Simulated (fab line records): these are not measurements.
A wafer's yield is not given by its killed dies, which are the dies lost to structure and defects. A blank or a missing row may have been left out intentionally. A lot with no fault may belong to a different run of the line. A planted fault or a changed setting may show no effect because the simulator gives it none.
Split-lot study | flow sfq line | on a route of 325 steps: 5 lots, 27 wafers read

## ON THE SPLIT
At SFQ_TRILAYER_I6_DEP_PECVD_165 (deposits SiO2 from SiH4/N2O, time 111.11 s, target thk 500 nm), the setting time s was moved away from the recipe's 111.11 s on 9 of the 27 wafers read, by -53.2% to +40.9%. The other wafers ran this setting at the recipe's value.

The reading is taken at the split's own step.

## THE READING
SiO2_of_TRILAYER_I6_DEP_PECVD_165.thk nm (the simulator's own value, which no gauge read), in nm, at SFQ_TRILAYER_I6_DEP_PECVD_165 (deposits SiO2 from SiH4/N2O, time 111.11 s, target thk 500 nm). The file does not state a usual value for it. The 18 wafers here that ran the recipe average 496.8 nm, standard deviation 8 nm.

wafer  | tool, chamber at the split | time s as run, s | against the recipe | SiO2_of_TRILAYER_I6_DEP_PECVD_165.thk nm, nm | against lot-mates on the recipe
L074.1 | pecvd-03, 0                | 111.11           | recipe             | 501.2                                        | -
L074.2 | pecvd-03, 2                | 111.11           | recipe             | 502.2                                        | -
L074.3 | pecvd-03, 1                | 83.3             | -25.0%             | 368.4                                        | -136.3
L074.4 | pecvd-03, 1                | 83.3             | -25.0%             | 376                                          | -128.7
L074.5 | pecvd-03, 0                | 111.11           | recipe             | 510.7                                        | -
L074.6 | pecvd-03, 2                | 83.3             | -25.0%             | 371.7                                        | -133.0
L076.1 | pecvd-02, 2                | 111.11           | recipe             | 487.8                                        | -
L076.2 | pecvd-02, 0                | 111.11           | recipe             | 491.2                                        | -
L076.5 | pecvd-02, 1                | 111.11           | recipe             | 495.7                                        | -
L078.1 | pecvd-04, 2                | 111.11           | recipe             | 503.5                                        | -
L078.2 | pecvd-04, 1                | 156.6            | +40.9%             | 704                                          | +197.4
L078.3 | pecvd-04, 0                | 156.6            | +40.9%             | 697.5                                        | +190.9
L078.4 | pecvd-04, 2                | 156.6            | +40.9%             | 713.6                                        | +207.0
L078.5 | pecvd-04, 0                | 111.11           | recipe             | 505.8                                        | -
L078.6 | pecvd-04, 1                | 111.11           | recipe             | 510.5                                        | -
L083.1 | pecvd-02, 1                | 111.11           | recipe             | 489.8                                        | -
L083.2 | pecvd-02, 2                | 51.96            | -53.2%             | 217.4                                        | -270.5
L083.3 | pecvd-02, 0                | 111.11           | recipe             | 486.4                                        | -
L083.4 | pecvd-02, 0                | 111.11           | recipe             | 487.5                                        | -
L083.5 | pecvd-02, 2                | 51.96            | -53.2%             | 225.7                                        | -262.2
L083.6 | pecvd-02, 1                | 51.96            | -53.2%             | 219.5                                        | -268.4
L084.1 | pecvd-03, 0                | 111.11           | recipe             | 492.8                                        | -
L084.2 | pecvd-03, 1                | 111.11           | recipe             | 482.8                                        | -
L084.3 | pecvd-03, 2                | 111.11           | recipe             | 495.9                                        | -
L084.4 | pecvd-03, 2                | 111.11           | recipe             | 496.2                                        | -
L084.5 | pecvd-03, 1                | 111.11           | recipe             | 501.4                                        | -
L084.6 | pecvd-03, 0                | 111.11           | recipe             | 500.6                                        | -

THE FIT
A straight line over all 27 wafers: SiO2_of_TRILAYER_I6_DEP_PECVD_165.thk nm changes by +5.13 nm for each +1% of time s; r = +1.00; the points scatter about the line by 7.6 nm.
The same after taking each lot's own level away (the mean of its wafers on the recipe; 27 wafers): +4.98 nm for each +1%; r = +1.00; scatter 5.5 nm.
According to that fit, moving time s by its largest amount changes the reading by 2.7e+02 nm.
The span of the lots' own levels, 487.90 to 506.60 nm, comes to 2.3 times the standard deviation stated above.
The two slopes agree, so the slope changes little with the lot-to-lot level.
Check: with one of the wafers moved furthest among these (-53.2%) left out of the fit, the line predicts -266 nm for it against its lot-mates. It came out at -270 nm against them.

## THE OTHER SPLITS THESE WAFERS WENT THROUGH
These wafers also went through other splits before the reading. Each is held against what the fit with the lots' levels taken away leaves over:
other split on the same wafers             | wafers away from the commonest value | r with SiO2_of_TRILAYER_I6_DEP_PECVD_165.thk nm (lot level and that fit taken away)
SFQ_TRILAYER_M3_ETCH_METAL_ETCH_078 time s | 9                                    | -0.06
SFQ_TRILAYER_M4_ETCH_METAL_ETCH_096 time s | 6                                    | -0.05
SFQ_TRILAYER_R5_DEP_SPUTTER_133 time s     | 12                                   | -0.09
SFQ_TRILAYER_A5C_DEP_PECVD_142 time s      | 12                                   | -0.36

## THE WHOLE CHAIN: every reading that the file lists as answering this split, in the file's order
step                          | what it does                                                  | reading                                                                                   | change (the file's fit)              | r (the file's)
SFQ_TRILAYER_I6_DEP_PECVD_165 | deposits SiO2 from SiH4/N2O, time 111.11 s, target thk 500 nm | SiO2_of_TRILAYER_I6_DEP_PECVD_165.thk nm (the simulator's own value, which no gauge read) | +5 nm for each +1% of the setting    | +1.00
SFQ_TRILAYER_I6_CMP_CMP_166   | polishes SiO2                                                 | time to endpoint s                                                                        | withheld for each +1% of the setting | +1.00

## THE FILE'S OWN FIT
SiO2_of_TRILAYER_I6_DEP_PECVD_165.thk nm changes by +5 nm for each +1% of time s, r = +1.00.
